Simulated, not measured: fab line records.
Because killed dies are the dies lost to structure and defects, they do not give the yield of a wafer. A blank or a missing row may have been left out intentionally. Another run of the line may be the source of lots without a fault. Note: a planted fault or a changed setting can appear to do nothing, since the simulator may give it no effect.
What tool caused it? | flow gf180mcu | 6 lots, 18 wafers sampled, at 3 steps of a route of 602

== WHAT EACH GAUGE READ, for each wafer ==
GF_V4_CD_MEAS_14 targets a cd of 260 nm.
lot  | measured     | on        | cd_nm (nm)
L826 | day 24 15:29 | cd_sem-02 | 258.8 259.6 258.1
L829 | day 25 20:23 | cd_sem-02 | 261.4 261.1 262.8
L831 | day 26 14:20 | cd_sem-02 | 260.5 259.7 260.4
L833 | day 27 05:55 | cd_sem-02 | 259.4 260.3 260.6
L836 | day 27 21:14 | cd_sem-02 | 261.8 260.4 260.6
L838 | day 28 17:28 | cd_sem-02 | 267.7 262.2 270.9

== WHICH TOOL RAN EACH LOT (tool, then ch and the chambers of the sampled wafers, then the start) ==
lot  | GF_V4_CVD_02                    | GF_V4_EXPOSE_11
L826 | pecvd-02 ch 0,1,2, day 23 17:04 | krf_scanner-01 ch 0, day 24 05:02
L829 | pecvd-02 ch 0,2, day 24 22:55   | krf_scanner-02 ch 0, day 25 09:47
L831 | pecvd-04 ch 0,1,2, day 25 16:31 | krf_scanner-01 ch 0, day 26 03:58
L833 | pecvd-02 ch 1,2, day 26 08:47   | krf_scanner-02 ch 0, day 26 20:07
L836 | pecvd-01 ch 0,2, day 27 01:00   | krf_scanner-02 ch 0, day 27 11:12
L838 | pecvd-04 ch 0,1,2, day 27 21:08 | krf_scanner-02 ch 0, day 28 07:19
- GF_V4_CVD_02: deposits SiO2 from TEOS, target thk 850 nm, time 94.851 s.
- GF_V4_EXPOSE_11: exposes mask Via4, target cd 260 nm.

== THE ANSWER, worked out from the rows above alone ==
Rule: what is usual is taken from the lots themselves. Put in order of their means at a reading, lots are off if they are a third of the lots or fewer, leave a main group of 4 or more, and stand apart from it by a gap of 3 or more times the standard deviation of the main group's means; of several such gaps the widest counts. A main group is skipped when, at the precision printed for the reading in the tables above, its means are all equal. Also off: a lot with no number at a reading for which 4 or more lots have one. Where the step has rows for the other lots, those lots are counted as sound.
Off, at GF_V4_CD_MEAS_14 on cd_nm: L838. Mean 260.4 nm and standard deviation 0.97 in the main group.
If a tool, at a process step before that reading, ran all the lots that are off and no sound lot after the first of them, it fits. Gauges at GF_V4_CD_MEAS_14: tried the same way as those tools. Can't be told from this: 3 tools fit, pecvd-04 at GF_V4_CVD_02, krf_scanner-02 at GF_V4_EXPOSE_11, cd_sem-02 at GF_V4_CD_MEAS_14.

== WHAT HAD BEEN PUT IN BY THE SIMULATOR ==
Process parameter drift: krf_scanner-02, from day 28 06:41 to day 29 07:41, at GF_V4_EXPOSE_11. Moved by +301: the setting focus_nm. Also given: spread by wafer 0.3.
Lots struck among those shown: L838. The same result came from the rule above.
